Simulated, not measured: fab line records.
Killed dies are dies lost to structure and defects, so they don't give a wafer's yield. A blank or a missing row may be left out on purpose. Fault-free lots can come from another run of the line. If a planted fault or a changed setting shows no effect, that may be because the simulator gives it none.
Code-filled problem report in 8D (eight disciplines) form || flow sky130 || the parts of the form that need people (team, actions taken, sign-off) are left out

== 1. THE PROBLEM ==
runLengthS at SKY_LI_CONTACT_SOFTBAKE_08 reads a mean of 133.96 s on 4 wafers of 3 lots; wafers without a fault read 119.22 s with a standard deviation of 0.28. That is +53 standard deviations from the usual mean.
The step: time 90 s.
First seen on wafer L318.3, day 31 08:00, on lithoTrack-02. The record has a number at this step for 38 wafers belonging to 13 lots. Rule for "out", or "out of limits": more than 4 standard deviations from the usual mean. Any other wafer with a number is counted as sound.

== 2. WHAT THIS IS AND IS NOT ==
{"question": "which readings at this step", "is": "runLengthS", "is not": "chillPlateTempC"}
{"question": "which lots", "is": "L318, L320, L321", "is not": "L310, L311, L312, L324, L326, L327, L329, L331, L332, L333"}
{"question": "which wafers of those lots", "is": "L318.3, L318.4, L320.3, L321.3", "is not": "L318.2, L320.5, L321.1, L321.6"}
{"question": "read on which tools", "is": "lithoTrack-02", "is not": "lithoTrack-01, lithoTrack-04"}
{"question": "when", "is": "from day 31 08:00", "is not": "up to then (10 sound wafers); but 24 sound wafers of L320, L321, L324, L326, L327, L329, L331, L332, L333 came after"}

== 3. THE SUSPECTS, EACH WITH WHAT RULES IT OUT ==
Counting: a tool at a process step up to the reading stays a suspect if it ran every lot that is out. Sound lots after the first of them don't rule it out here, since some wafers of a struck lot are sound.
- lithoTrack-02 at SKY_LI_CONTACT_SOFTBAKE_08 (time 90 s): kept. It processed each lot that is out (first: L318, day 31 08:00); up to then, its last sound lot is L312 (day 29 01:00). On those wafers its own readings are out: runLengthS.
Left after counting: lithoTrack-02 at SKY_LI_CONTACT_SOFTBAKE_08.

== 4. THE CAUSE (what the simulator had put in) ==
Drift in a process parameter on lithoTrack-02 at SKY_LI_CONTACT_SOFTBAKE_08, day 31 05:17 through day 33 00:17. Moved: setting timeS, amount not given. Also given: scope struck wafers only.
The count eliminated every tool but this one.

== 5. SEQUENCE OF EFFECTS, ordered by route ==
Rows list readings where the struck wafers' mean (over those with a number) sits beyond 3 standard deviations from the usual. Scope: only readings with a usual standard deviation given in the record; hours: median across lots of the time from each lot's start at the first step in this table that gives one to its start at this step; sigmas: change in usual standard deviations.
{"hours": 0, "step": "SKY_LI_CONTACT_SOFTBAKE_08", "reading": "runLengthS", "usual": "119.22 s", "on struck wafers": 133.96, "change": "+14.74", "sigmas": "+53"}
Process steps it contains:
- SKY_LI_CONTACT_SOFTBAKE_08: time 90 s.

== 6. HOW IT WOULD HAVE BEEN CAUGHT EARLIER ==
The fault began at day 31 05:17; the first out-of-limits reading in this record came at day 31 08:00, 3 hours later.
